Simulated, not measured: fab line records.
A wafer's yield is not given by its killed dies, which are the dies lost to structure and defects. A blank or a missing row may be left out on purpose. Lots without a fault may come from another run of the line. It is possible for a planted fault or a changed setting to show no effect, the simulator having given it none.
fab line records ; flow sfq_line
record: lots: 15; wafers: 45; last_day: 91
route steps=325 shown M0@39 I0@50 I3@136 I4@173
lots that met no fault: taken from a fault-free run of the same line
start_h: hours from the record's opening day to when the first of the lot's shown wafers began ; wait_h: hours elapsed since this lot's preceding step ; " same as the row above ; L1.1+2: several wafers, shown together as one row ; - no value present, or no start provided ; * or withheld: withheld ; < > ~ a bound
route shown NAME@n: NAME is a module with steps in the file, n the number in the route of the first one ; usual: mean and standard deviation over wafers with no fault ; same: alike in all rows ; chamber/n: place in a boat ; sites: readings site by site ; _std_site: how widely they spread, as a standard deviation ; _edge_site: outer sites' mean less inner sites' ; radius_mm: how far each site lies from the wafer's centre ; mask NAME#n: copy n ; behind: the most recent tool/chamber to have shaped the wafer ; hold: cause of the lot's hold/its duration in hours/its outcome ; device: which transistor (n, p or np) failed to switch ; end of line: the same wafers' tests at the end of the route ; step lacking rows: just its recipe ; killed: at the first sort, the dies lost to defects and structure; wafer yield is something else ; map: per-die view of a wafer (x killed, . not killed, _ where there is no die)
set.NAME: setting as actually run; set.NAME@STEP: the setting as run at that earlier step ; model.NAME: the simulator's own value behind a step, which no gauge read
a sample of lots followed through the steps of the route, with each step as a table and each wafer as a row
services: the hour from which a tool's chamber was out of use, counted from the record's first day as start_h (under 0 if before that day), plus the number of hours and why
== steps ==
step: SFQ_TRILAYER_M0_BARC_OPEN_METAL_ETCH_031
recipe: mask_material: PR; chemistry: O2; target_depth_nm: 125; target: BARC; icp_w: 600; bias_w: 80; pressure_mtorr: 10; time_s: 41.7
usual: bias_w: 80.00/0.25; chamber_pressure_mTorr: 10.000/0.0098; drypump_motor_current_A: 5.8/0.5; oes_product_au: 0.685/0.0048
lot.wafer;tool;chamber;start_h;wait_h;bias_w;chamber_pressure_mTorr;drypump_motor_current_A;oes_product_au;rf_hours_counter_h
L815.3;rie_metal-04;0;321.94;0.0;79.82;10.009;6.1;0.688;-
L815.5;rie_metal-04;1;321.94;0.0;80.02;9.993;6.2;0.688;-
L815.6;rie_metal-04;0;321.94;0.0;79.81;9.985;6.2;0.687;-
L816.1;rie_metal-04;0;332.72;0.0;80.20;9.990;6.2;0.687;42
L816.4;rie_metal-04;0;332.72;0.0;80.18;9.979;6.2;0.680;-
L816.6;rie_metal-04;0;332.72;0.0;80.14;10.002;6.2;0.684;-
L817.4;rie_metal-02;0;333.94;0.0;79.83;9.991;6.3;0.687;-
L817.5;rie_metal-02;1;333.94;0.0;79.34;9.998;5.1;0.677;-
L817.6;rie_metal-02;0;333.94;0.0;80.04;9.996;6.3;0.682;-
L818.1;rie_metal-03;1;335.12;0.0;80.06;9.988;5.2;0.692;141
L818.4;rie_metal-03;0;335.12;0.0;80.42;10.003;5.5;0.689;-
L818.6;rie_metal-03;0;335.12;0.0;80.21;10.016;5.5;0.688;-
L819.3;rie_metal-02;1;336.34;0.0;79.79;10.004;5.1;0.688;-
L819.4;rie_metal-02;0;336.34;0.0;79.64;9.990;6.3;0.689;-
L819.6;rie_metal-02;0;336.34;0.0;80.12;9.998;6.3;0.687;-
L820.2;rie_metal-03;1;337.52;0.0;79.95;10.023;5.2;0.681;141
L820.4;rie_metal-03;1;337.52;0.0;79.83;10.020;5.2;0.689;-
L820.6;rie_metal-03;1;337.52;0.0;80.17;9.984;5.2;0.691;-
L821.3;rie_metal-02;0;338.74;0.0;80.05;10.000;6.3;0.683;-
L821.4;rie_metal-02;1;338.74;0.0;80.49;10.012;5.1;0.686;-
L821.6;rie_metal-02;0;338.74;0.0;79.96;10.009;6.3;0.676;-
L822.1;rie_metal-04;0;339.92;0.0;80.48;10.000;6.2;0.683;44
L822.2;rie_metal-04;1;339.92;0.0;79.85;9.998;6.2;0.691;152
L822.6;rie_metal-04;0;339.92;0.0;80.13;9.998;6.2;0.680;-
L823.2;rie_metal-03;1;341.12;0.0;80.20;9.987;5.3;0.688;142
L823.3;rie_metal-03;0;341.12;0.0;79.94;10.002;5.5;0.687;-
L823.5;rie_metal-03;1;341.12;0.0;80.17;10.007;5.2;0.683;-
L825.2;rie_metal-04;0;375.53;0.0;79.83;10.021;6.2;0.688;48
L825.4;rie_metal-04;0;375.53;0.0;79.50;10.001;6.2;0.691;-
L825.6;rie_metal-04;1;375.53;0.0;80.14;10.000;6.2;0.687;-
L827.1;rie_metal-04;1;393.66;0.0;79.83;10.003;6.2;0.686;157
L827.3;rie_metal-04;0;393.66;0.0;79.92;10.001;6.2;0.686;-
L827.4;rie_metal-04;1;393.66;0.0;79.81;9.991;6.2;0.681;-
L828.1;rie_metal-04;1;402.06;0.0;-;-;-;-;-
L828.2;rie_metal-04;0;402.06;0.0;-;-;-;-;-
L828.5;rie_metal-04;1;402.06;0.0;-;-;-;-;-
L829.2;rie_metal-02;0;411.66;0.0;-;-;-;-;-
L829.3;rie_metal-02;0;411.66;0.0;-;-;-;-;-
L829.5;rie_metal-02;1;411.66;0.0;-;-;-;-;-
L830.3;rie_metal-04;0;423.70;0.1;-;-;-;-;-
L830.4;rie_metal-04;0;423.70;0.1;-;-;-;-;-
L830.6;rie_metal-04;0;423.70;0.1;-;-;-;-;-
L836.1;rie_metal-03;1;493.01;0.0;80.38;9.988;5.2;0.687;7
L836.5;rie_metal-03;1;493.01;0.0;80.28;9.995;5.2;0.680;-
L836.6;rie_metal-03;0;493.01;0.0;80.42;10.004;5.5;0.685;-
step: SFQ_TRILAYER_M0_ETCH_METAL_ETCH_024
recipe: target: Nb; stop_on: SiO2; mask_material: PR; chemistry: Cl2/Ar; target_depth_nm: 240; icp_w: 600; bias_w: 80; pressure_mtorr: 10.49; time_s: 120
usual: bias_w: 79.97/0.24; chamber_pressure_mTorr: 10.489/0.01; drypump_motor_current_A: 5.8/0.49; oes_product_au: 0.893/0.006
lot.wafer;tool;chamber;start_h;wait_h;bias_w;chamber_pressure_mTorr;drypump_motor_current_A;oes_product_au;rf_hours_counter_h
L815.3;rie_metal-04;0;322.02;0.1;79.92;10.485;6.2;0.901;-
L815.5;rie_metal-04;1;322.02;0.1;80.01;10.484;6.2;0.901;-
L815.6;rie_metal-04;0;322.02;0.1;79.82;10.486;6.2;0.907;-
L816.1;rie_metal-04;0;332.78;0.0;79.86;10.491;6.2;0.891;42
L816.4;rie_metal-04;0;332.78;0.0;79.79;10.488;6.2;0.895;-
L816.6;rie_metal-04;0;332.78;0.0;80.04;10.489;6.2;0.905;-
L817.4;rie_metal-02;0;334.02;0.1;79.74;10.500;6.3;0.890;-
L817.5;rie_metal-02;1;334.02;0.1;80.12;10.499;5.1;0.881;-
L817.6;rie_metal-02;0;334.02;0.1;79.98;10.491;6.3;0.892;-
L818.1;rie_metal-03;1;335.18;0.0;79.86;10.490;5.3;0.891;141
L818.4;rie_metal-03;0;335.18;0.0;79.73;10.487;5.5;0.888;-
L818.6;rie_metal-03;0;335.18;0.0;79.69;10.509;5.5;0.895;-
L819.3;rie_metal-02;1;336.42;0.1;79.88;10.505;5.1;0.893;-
L819.4;rie_metal-02;0;336.42;0.1;80.47;10.496;6.3;0.900;-
L819.6;rie_metal-02;0;336.42;0.1;80.54;10.500;6.3;0.900;-
L820.2;rie_metal-03;1;337.58;0.0;79.87;10.498;5.2;0.896;141
L820.4;rie_metal-03;1;337.58;0.0;80.08;10.482;5.2;0.891;-
L820.6;rie_metal-03;1;337.58;0.0;79.64;10.488;5.2;0.902;-
L821.3;rie_metal-02;0;338.82;0.1;80.44;10.502;6.3;0.905;-
L821.4;rie_metal-02;1;338.82;0.1;80.12;10.479;5.1;0.888;-
L821.6;rie_metal-02;0;338.82;0.1;80.01;10.482;6.3;0.896;-
L822.1;rie_metal-04;0;339.98;0.0;79.71;10.494;6.2;0.894;44
L822.2;rie_metal-04;1;339.98;0.0;79.80;10.482;6.2;0.881;152
L822.6;rie_metal-04;0;339.98;0.0;79.88;10.497;6.2;0.889;-
L823.2;rie_metal-03;1;341.18;0.0;80.20;10.485;5.2;0.888;142
L823.3;rie_metal-03;0;341.18;0.0;80.19;10.490;5.5;0.888;-
L823.5;rie_metal-03;1;341.18;0.0;79.95;10.475;5.2;0.888;-
L825.2;rie_metal-04;0;375.59;0.0;80.03;10.497;6.2;0.889;48
L825.4;rie_metal-04;0;375.59;0.0;80.02;10.484;6.2;0.887;-
L825.6;rie_metal-04;1;375.59;0.0;79.86;10.482;6.2;0.895;-
L827.1;rie_metal-04;1;393.72;0.0;80.11;10.487;6.2;0.891;157
L827.3;rie_metal-04;0;393.72;0.0;80.06;10.496;6.2;0.894;-
L827.4;rie_metal-04;1;393.72;0.0;80.17;10.476;6.2;0.893;-
L828.1;rie_metal-04;1;402.12;0.0;80.09;10.508;6.2;0.376;158
L828.2;rie_metal-04;0;402.12;0.0;80.25;10.497;6.2;0.377;51
L828.5;rie_metal-04;1;402.12;0.0;80.16;10.515;6.2;0.377;-
L829.2;rie_metal-02;0;411.74;0.1;79.74;10.483;6.3;0.379;90
L829.3;rie_metal-02;0;411.74;0.1;80.14;10.478;6.3;0.375;-
L829.5;rie_metal-02;1;411.74;0.1;80.10;10.495;5.1;0.372;-
L830.3;rie_metal-04;0;423.86;0.1;79.78;10.478;6.2;0.376;-
L830.4;rie_metal-04;0;423.86;0.1;79.59;10.489;6.2;0.373;-
L830.6;rie_metal-04;0;423.86;0.1;79.73;10.480;6.1;0.379;-
L836.1;rie_metal-03;1;493.07;0.0;79.78;10.490;5.2;0.890;7
L836.5;rie_metal-03;1;493.07;0.0;79.86;10.489;5.2;0.884;-
L836.6;rie_metal-03;0;493.07;0.0;79.72;10.474;5.5;0.890;-
step: SFQ_TRILAYER_I0_VIA_LITHO_EXPOSE_032
recipe: mask_id: I0; na: 0.6; source_shape: conventional; sigma_outer: 0.65; target_cd_nm: 500; dose_mj: 21.5
usual: exposure_dose_mJ_cm2: 21.500/0.02; focus_offset_nm: -0.1/0.47; reticle_temp_C: 23.03/0.11
lot.wafer;tool;chamber;start_h;wait_h;mask;exposure_dose_mJ_cm2;focus_offset_nm;reticle_temp_C
L815.3;krf_scanner-01;0;462.95;-;I0#0;21.513;0.0;22.90
L815.5;krf_scanner-01;0;462.95;-;I0#0;21.502;0.1;22.97
L815.6;krf_scanner-01;0;462.95;-;I0#0;21.477;-0.1;23.08
L816.1;krf_scanner-02;0;474.67;-;I0#0;21.502;0.3;23.02
L816.4;krf_scanner-02;0;474.67;-;I0#0;21.478;-0.9;23.10
L816.6;krf_scanner-02;0;474.67;-;I0#0;21.479;-0.3;22.90
L817.4;krf_scanner-02;0;477.67;-;I0#0;21.475;-0.7;22.97
L817.5;krf_scanner-02;0;477.67;-;I0#0;21.500;-0.2;22.88
L817.6;krf_scanner-02;0;477.67;-;I0#0;21.486;-1.1;22.92
L818.1;krf_scanner-02;0;478.27;-;I0#0;21.502;-0.2;23.12
L818.4;krf_scanner-02;0;478.27;-;I0#0;21.503;-0.2;22.96
L818.6;krf_scanner-02;0;478.27;-;I0#0;21.498;-0.5;22.98
L819.3;krf_scanner-02;0;482.27;-;I0#0;21.526;-0.4;22.97
L819.4;krf_scanner-02;0;482.27;-;I0#0;21.480;-0.6;23.06
L819.6;krf_scanner-02;0;482.27;-;I0#0;21.490;-0.1;23.32
L820.2;krf_scanner-02;0;486.87;-;I0#0;21.495;-0.4;23.17
L820.4;krf_scanner-02;0;486.87;-;I0#0;21.515;0.0;23.09
L820.6;krf_scanner-02;0;486.87;-;I0#0;21.559;0.1;23.17
L821.3;krf_scanner-02;0;489.47;-;I0#0;21.499;0.1;22.88
L821.4;krf_scanner-02;0;489.47;-;I0#0;21.496;0.0;22.92
L821.6;krf_scanner-02;0;489.47;-;I0#0;21.504;-0.5;22.89
L822.1;krf_scanner-02;0;492.67;-;I0#0;21.525;0.2;23.14
L822.2;krf_scanner-02;0;492.67;-;I0#0;21.516;0.6;23.21
L822.6;krf_scanner-02;0;492.67;-;I0#0;21.502;0.5;23.05
L823.2;krf_scanner-02;0;494.07;-;I0#0;21.459;0.5;23.20
L823.3;krf_scanner-02;0;494.07;-;I0#0;21.478;0.2;23.08
L823.5;krf_scanner-02;0;494.07;-;I0#0;21.459;0.7;23.16
L825.2;krf_scanner-02;0;528.87;-;I0#0;21.482;-0.1;23.02
L825.4;krf_scanner-02;0;528.87;-;I0#0;21.495;-0.2;22.94
L825.6;krf_scanner-02;0;528.87;-;I0#0;21.502;-0.1;23.15
L827.1;krf_scanner-01;0;551.60;-;I0#0;21.516;0.8;23.33
L827.3;krf_scanner-01;0;551.60;-;I0#0;21.505;0.5;22.95
L827.4;krf_scanner-01;0;551.60;-;I0#0;21.527;0.0;23.01
L828.1;krf_scanner-01;-;558.80;-;I0#0;-;-;-
L828.2;krf_scanner-01;-;558.80;-;I0#0;-;-;-
L828.5;krf_scanner-01;-;558.80;-;I0#0;-;-;-
L829.2;krf_scanner-02;-;569.22;-;I0#0;-;-;-
L829.3;krf_scanner-02;-;569.22;-;I0#0;-;-;-
L829.5;krf_scanner-02;-;569.22;-;I0#0;-;-;-
L830.3;krf_scanner-02;-;581.42;-;I0#0;-;-;-
L830.4;krf_scanner-02;-;581.42;-;I0#0;-;-;-
L830.6;krf_scanner-02;-;581.42;-;I0#0;-;-;-
L836.1;krf_scanner-02;0;649.61;-;I0#0;21.478;-0.4;23.03
L836.5;krf_scanner-02;0;649.61;-;I0#0;21.459;-0.2;22.98
L836.6;krf_scanner-02;0;649.61;-;I0#0;21.469;-0.4;23.04
step: SFQ_TRILAYER_I0_VIA_BARC_OPEN_VIA_ETCH_046
recipe: mask_material: PR; chemistry: O2; target_depth_nm: 125; target: BARC; source_w: 500; bias_w: 80; pressure_mtorr: 30; time_s: 41.7
usual: bias_w: 79.99/0.24; chamber_pressure_mTorr: 30.01/0.044; drypump_motor_current_A: 5.7/0.58; oes_product_au: 0.685/0.0049
lot.wafer;tool;chamber;start_h;wait_h;bias_w;chamber_pressure_mTorr;drypump_motor_current_A;oes_product_au;rf_hours_counter_h
L815.3;rie_diel-02;0;464.08;0.0;80.06;30.01;5.9;0.684;66
L815.5;rie_diel-02;1;464.08;0.0;80.18;30.04;6.0;0.680;-
L815.6;rie_diel-02;2;464.08;0.0;80.54;30.01;4.7;0.680;-
L816.1;rie_diel-02;0;476.21;0.0;79.85;30.00;6.0;0.695;66
L816.4;rie_diel-02;0;476.21;0.0;79.99;30.39;5.9;0.688;-
L816.6;rie_diel-02;1;476.21;0.0;79.81;30.00;6.0;0.686;-
L817.4;rie_diel-03;0;478.61;0.0;80.11;30.01;5.7;0.681;11
L817.5;rie_diel-03;2;478.61;0.0;79.83;29.96;5.7;0.684;-
L817.6;rie_diel-03;3;478.61;0.0;80.10;30.06;5.9;0.687;-
L818.1;rie_diel-02;2;479.81;0.0;80.19;30.08;4.7;0.675;46
L818.4;rie_diel-02;0;479.81;0.0;80.11;29.97;5.9;0.685;-
L818.6;rie_diel-02;1;479.81;0.0;80.08;29.99;6.0;0.685;-
L819.3;rie_diel-02;0;483.43;0.0;80.28;29.99;6.0;0.676;-
L819.4;rie_diel-02;1;483.43;0.0;80.10;30.01;6.1;0.674;-
L819.6;rie_diel-02;1;483.43;0.0;79.72;30.04;6.0;0.687;-
L820.2;rie_diel-01;0;488.21;0.0;80.04;30.00;6.0;0.683;1
L820.4;rie_diel-01;2;488.21;0.0;79.94;29.98;6.5;0.686;1
L820.6;rie_diel-01;1;488.21;0.0;79.93;30.00;6.1;0.685;-
L821.3;rie_diel-03;1;490.61;0.0;80.07;30.01;4.9;0.684;2
L821.4;rie_diel-03;3;490.61;0.0;80.07;30.05;5.9;0.680;21
L821.6;rie_diel-03;3;490.61;0.0;80.22;30.05;5.9;0.682;-
L822.1;rie_diel-02;1;494.21;0.0;79.64;29.98;6.0;0.689;56
L822.2;rie_diel-02;2;494.21;0.0;79.96;29.96;4.7;0.679;47
L822.6;rie_diel-02;2;494.21;0.0;80.28;29.99;4.7;0.683;-
L823.2;rie_diel-01;3;495.41;0.0;79.97;30.03;6.2;0.689;1
L823.3;rie_diel-01;1;495.41;0.0;80.02;30.03;6.1;0.689;31
L823.5;rie_diel-01;3;495.41;0.0;79.81;29.96;6.2;0.680;-
L825.2;rie_diel-02;2;530.21;0.0;79.84;30.05;4.7;0.681;47
L825.4;rie_diel-02;3;530.21;0.0;79.88;30.02;6.2;0.678;4
L825.6;rie_diel-02;2;530.21;0.0;79.58;29.98;4.7;0.681;-
L827.1;rie_diel-02;2;553.13;0.0;79.81;30.01;4.7;0.682;47
L827.3;rie_diel-02;0;553.13;0.0;79.56;30.01;5.9;0.692;67
L827.4;rie_diel-02;3;553.13;0.0;80.34;30.01;6.1;0.677;5
L828.1;rie_diel-02;1;560.33;0.0;80.03;30.07;6.0;0.684;57
L828.2;rie_diel-02;2;560.33;0.0;79.95;30.06;4.7;0.681;48
L828.5;rie_diel-02;3;560.33;0.0;79.60;30.00;6.2;0.684;-
L829.2;rie_diel-02;3;570.56;0.0;80.07;30.03;6.2;0.695;5
L829.3;rie_diel-02;0;570.56;0.0;79.93;30.02;6.0;0.680;67
L829.5;rie_diel-02;2;570.56;0.0;80.06;29.98;4.7;0.682;-
L830.3;rie_diel-02;3;582.56;0.0;79.74;29.99;6.2;0.682;5
L830.4;rie_diel-02;0;582.56;0.0;79.80;29.99;6.0;0.683;68
L830.6;rie_diel-02;2;582.56;0.0;80.52;29.99;4.7;0.679;-
L836.1;rie_diel-02;2;651.14;0.0;79.68;30.00;4.7;0.689;49
L836.5;rie_diel-02;2;651.14;0.0;79.73;30.02;4.7;0.690;-
L836.6;rie_diel-02;1;651.14;0.0;80.34;30.08;6.0;0.682;-
step: SFQ_TRILAYER_I0_VIA_ETCH_VIA_ETCH_034
recipe: target: SiO2; stop_on: Nb; mask_material: PR; taper_deg: 20; chemistry: CHF3; target_depth_nm: 260; source_w: 500; bias_w: 80; pressure_mtorr: 30; time_s: withheld
usual: bias_w: 80.00/0.24; chamber_pressure_mTorr: 29.998/0.028; drypump_motor_current_A: 5.7/0.58; oes_product_au: 0.855/0.005
lot.wafer;tool;chamber;start_h;wait_h;bias_w;chamber_pressure_mTorr;drypump_motor_current_A;oes_product_au
L815.3;rie_diel-02;0;464.12;0.0;79.77;30.002;5.9;0.861
L815.5;rie_diel-02;1;464.12;0.0;79.92;29.985;6.0;0.857
L815.6;rie_diel-02;2;464.12;0.0;79.78;29.975;4.7;0.859
L816.1;rie_diel-02;0;476.25;0.0;79.72;30.014;5.9;0.851
L816.4;rie_diel-02;0;476.25;0.0;79.84;30.018;5.9;0.856
L816.6;rie_diel-02;1;476.25;0.0;80.38;30.003;6.0;0.853
L817.4;rie_diel-03;0;478.65;0.0;79.84;29.969;5.8;0.856
L817.5;rie_diel-03;2;478.65;0.0;79.90;29.973;5.6;0.855
L817.6;rie_diel-03;3;478.65;0.0;80.11;30.008;5.9;0.848
L818.1;rie_diel-02;2;479.85;0.0;79.97;29.979;4.7;0.848
L818.4;rie_diel-02;0;479.85;0.0;80.10;29.996;6.0;0.853
L818.6;rie_diel-02;1;479.85;0.0;80.32;30.000;6.0;0.855
L819.3;rie_diel-02;0;483.53;0.1;79.86;30.051;5.9;0.854
L819.4;rie_diel-02;1;483.53;0.1;79.50;30.020;6.0;0.860
L819.6;rie_diel-02;1;483.53;0.1;79.87;29.991;6.0;0.857
L820.2;rie_diel-01;0;488.25;0.0;79.44;30.023;5.9;0.865
L820.4;rie_diel-01;2;488.25;0.0;80.12;29.977;6.4;0.851
L820.6;rie_diel-01;1;488.25;0.0;79.99;29.980;6.0;0.861
L821.3;rie_diel-03;1;490.65;0.0;79.87;29.984;4.9;0.854
L821.4;rie_diel-03;3;490.65;0.0;80.30;29.995;5.9;0.849
L821.6;rie_diel-03;3;490.65;0.0;80.21;29.942;5.8;0.849
L822.1;rie_diel-02;1;494.27;0.0;79.74;30.001;6.0;0.850
L822.2;rie_diel-02;2;494.27;0.0;80.38;30.048;4.7;0.849
L822.6;rie_diel-02;2;494.27;0.0;80.08;30.017;4.7;0.848
L823.2;rie_diel-01;3;495.45;0.0;80.38;30.019;6.2;0.855
L823.3;rie_diel-01;1;495.45;0.0;80.12;29.992;6.0;0.852
L823.5;rie_diel-01;3;495.45;0.0;80.15;30.031;6.2;0.845
L825.2;rie_diel-02;2;530.25;0.0;79.72;29.980;4.7;0.857
L825.4;rie_diel-02;3;530.25;0.0;79.72;30.007;6.1;0.851
L825.6;rie_diel-02;2;530.25;0.0;79.80;29.965;4.7;0.850
L827.1;rie_diel-02;2;553.17;0.0;79.47;30.023;4.7;0.844
L827.3;rie_diel-02;0;553.17;0.0;79.97;30.056;5.9;0.855
L827.4;rie_diel-02;3;553.17;0.0;80.29;30.006;6.1;0.856
L828.1;rie_diel-02;1;560.37;0.0;80.70;30.051;6.0;0.375
L828.2;rie_diel-02;2;560.37;0.0;79.98;29.995;4.7;0.373
L828.5;rie_diel-02;3;560.37;0.0;80.19;30.005;6.2;0.376
L829.2;rie_diel-02;3;570.60;0.0;80.11;30.037;6.2;0.365
L829.3;rie_diel-02;0;570.60;0.0;79.80;30.012;5.9;0.373
L829.5;rie_diel-02;2;570.60;0.0;79.79;29.968;4.7;0.371
L830.3;rie_diel-02;3;582.60;0.0;80.07;29.995;6.2;0.380
L830.4;rie_diel-02;0;582.60;0.0;79.94;30.002;6.0;0.382
L830.6;rie_diel-02;2;582.60;0.0;79.94;30.003;4.7;0.376
L836.1;rie_diel-02;2;651.18;0.0;79.63;29.973;4.7;0.852
L836.5;rie_diel-02;2;651.18;0.0;80.18;29.976;4.7;0.853
L836.6;rie_diel-02;1;651.18;0.0;80.06;30.043;6.0;0.854
step: SFQ_TRILAYER_I3_METRO_MEASURE_083
usual: thk_nm: 200.7/1.1
lot.wafer;tool;chamber;start_h;wait_h;thk_nm
L815.3;film_metro-04;-;949.12;0.5;198.9
L815.5;film_metro-04;-;949.12;0.5;199.6
L815.6;film_metro-04;-;949.12;0.5;200.2
L816.1;film_metro-04;-;954.34;0.1;200.6
L816.4;film_metro-04;-;954.34;0.1;202.8
L816.6;film_metro-04;-;954.34;0.1;203.3
L817.4;film_metro-03;-;955.32;0.6;199.0
L817.5;film_metro-03;-;955.32;0.6;200.7
L817.6;film_metro-03;-;955.32;0.6;199.8
L818.1;film_metro-04;-;957.72;0.1;200.1
L818.4;film_metro-04;-;957.72;0.1;199.6
L818.6;film_metro-04;-;957.72;0.1;198.9
L819.3;film_metro-03;-;960.74;0.5;203.1
L819.4;film_metro-03;-;960.74;0.5;202.1
L819.6;film_metro-03;-;960.74;0.5;199.6
L820.2;film_metro-02;-;966.54;0.3;201.2
L820.4;film_metro-02;-;966.54;0.3;199.5
L820.6;film_metro-02;-;966.54;0.3;198.8
L821.3;film_metro-03;-;969.74;0.5;202.1
L821.4;film_metro-03;-;969.74;0.5;201.7
L821.6;film_metro-03;-;969.74;0.5;200.9
L822.1;film_metro-02;-;973.68;0.1;202.0
L822.2;film_metro-02;-;973.68;0.1;200.3
L822.6;film_metro-02;-;973.68;0.1;199.8
L823.2;film_metro-03;-;997.88;0.3;200.9
L823.3;film_metro-03;-;997.88;0.3;202.2
L823.5;film_metro-03;-;997.88;0.3;201.2
L825.2;film_metro-04;-;1006.88;0.3;203.0
L825.4;film_metro-04;-;1006.88;0.3;200.0
L825.6;film_metro-04;-;1006.88;0.3;201.9
L827.1;film_metro-04;-;1023.34;0.1;198.5
L827.3;film_metro-04;-;1023.34;0.1;200.0
L827.4;film_metro-04;-;1023.34;0.1;200.9
L828.1;film_metro-03;-;1026.34;0.1;200.3
L828.2;film_metro-03;-;1026.34;0.1;200.4
L828.5;film_metro-03;-;1026.34;0.1;201.6
L829.2;film_metro-03;-;1040.18;0.3;200.0
L829.3;film_metro-03;-;1040.18;0.3;202.5
L829.5;film_metro-03;-;1040.18;0.3;201.6
L830.3;film_metro-02;-;1044.06;0.5;200.7
L830.4;film_metro-02;-;1044.06;0.5;199.0
L830.6;film_metro-02;-;1044.06;0.5;199.4
L836.1;film_metro-03;-;1109.76;0.1;197.7
L836.5;film_metro-03;-;1109.76;0.1;200.4
L836.6;film_metro-03;-;1109.76;0.1;199.8
step: SFQ_I4_OVL_MEAS_928
usual: I4_OVL: 1/5.9
lot.wafer;tool;chamber;start_h;wait_h;I4_OVL[nm]
L815.3;overlay-02;-;1219.38;0.1;6
L815.5;overlay-02;-;1219.38;0.1;3
L815.6;overlay-02;-;1219.38;0.1;0
L816.1;overlay-02;-;1222.97;0.1;9
L816.4;overlay-02;-;1222.97;0.1;11
L816.6;overlay-02;-;1222.97;0.1;8
L817.4;overlay-02;-;1224.18;0.1;-1
L817.5;overlay-02;-;1224.18;0.1;0
L817.6;overlay-02;-;1224.18;0.1;0
L818.1;overlay-02;-;1226.57;0.1;-2
L818.4;overlay-02;-;1226.57;0.1;-5
L818.6;overlay-02;-;1226.57;0.1;-11
L819.3;overlay-01;-;1232.37;0.1;-4
L819.4;overlay-01;-;1232.37;0.1;0
L819.6;overlay-01;-;1232.37;0.1;1
L820.2;overlay-02;-;1235.97;0.1;16
L820.4;overlay-02;-;1235.97;0.1;14
L820.6;overlay-02;-;1235.97;0.1;16
L821.3;overlay-01;-;1243.30;0.1;1
L821.4;overlay-01;-;1243.30;0.1;9
L821.6;overlay-01;-;1243.30;0.1;9
L822.1;overlay-02;-;1246.89;0.1;0
L822.2;overlay-02;-;1246.89;0.1;3
L822.6;overlay-02;-;1246.89;0.1;9
L823.2;overlay-02;-;1276.89;0.1;2
L823.3;overlay-02;-;1276.89;0.1;-1
L823.5;overlay-02;-;1276.89;0.1;-4
L825.2;overlay-02;-;1287.04;0.1;4
L825.4;overlay-02;-;1287.04;0.1;4
L825.6;overlay-02;-;1287.04;0.1;9
L827.1;overlay-02;-;1314.63;0.1;-2
L827.3;overlay-02;-;1314.63;0.1;3
L827.4;overlay-02;-;1314.63;0.1;5
L828.1;overlay-02;-;1318.23;0.1;-
L828.2;overlay-02;-;1318.23;0.1;-
L828.5;overlay-02;-;1318.23;0.1;-
L829.2;overlay-02;-;1327.33;0.1;-
L829.3;overlay-02;-;1327.33;0.1;-
L829.5;overlay-02;-;1327.33;0.1;-
L830.3;overlay-02;-;1333.34;0.1;-
L830.4;overlay-02;-;1333.34;0.1;-
L830.6;overlay-02;-;1333.34;0.1;-
L836.1;overlay-02;-;1381.32;0.1;5
L836.5;overlay-02;-;1381.32;0.1;5
L836.6;overlay-02;-;1381.32;0.1;1
== services ==
tool;chamber;start_h;hours;kind
rie_diel-02;0;307.63;2.5;repair
rie_diel-02;2;320.72;5.5;repair
rie_metal-04;1;356.45;7.3;repair
rie_diel-02;1;367.85;2.8;repair
rie_metal-04;0;372.34;1.0;repair
rie_diel-02;1;395.02;2.3;repair
rie_diel-02;0;415.75;5.9;repair
rie_diel-02;3;474.47;21.5;repair
rie_diel-02;2;483.02;10.2;repair
rie_diel-02;0;493.17;5.6;repair
rie_diel-02;1;565.58;8.2;repair
rie_diel-02;1;619.74;2.7;repair
rie_diel-02;2;640.45;3.3;repair
rie_diel-02;-;771.90;1.0;repair
rie_diel-02;1;801.67;6.1;repair
rie_diel-02;3;804.55;1.4;repair
rie_diel-02;-;835.51;22.8;repair
rie_diel-02;3;864.33;6.8;repair
rie_diel-02;2;882.45;80.0;repair
rie_diel-02;0;883.53;9.0;repair
rie_diel-02;3;956.19;4.6;repair
rie_diel-02;0;961.76;6.5;repair
rie_diel-02;0;1012.42;3.7;repair
rie_diel-02;2;1049.43;1.5;repair
== key ==
first_sign: step: SFQ_TRILAYER_M0_BARC_OPEN_METAL_ETCH_031; reading: tool_record; direction: missing
effect: step: SFQ_TRILAYER_M0_ETCH_METAL_ETCH_024; reading: oes_product_au; direction: down; sigmas: 87; usual: 0.893; struck: 0.376
effect: step: SFQ_TRILAYER_I0_VIA_LITHO_EXPOSE_032; reading: tool_record; direction: missing
effect: step: SFQ_TRILAYER_I0_VIA_ETCH_VIA_ETCH_034; reading: oes_product_au; direction: down; sigmas: 96; usual: 0.855; struck: 0.374
met_at SFQ_TRILAYER_M0_BARC_OPEN_METAL_ETCH_031
struck_lots L828,L829,L830
not_acting_at SFQ_TRILAYER_I0_VIA_BARC_OPEN_VIA_ETCH_046,SFQ_TRILAYER_I3_METRO_MEASURE_083,SFQ_I4_OVL_MEAS_928
onset_between 393.66 402.06
fault: kind: skipped_step_whole; tool: rie_metal-02,rie_metal-04; chamber: -; onset_h: 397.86; steps: SFQ_TRILAYER_M0_BARC_OPEN_METAL_ETCH_031; scope: struck_lots_only
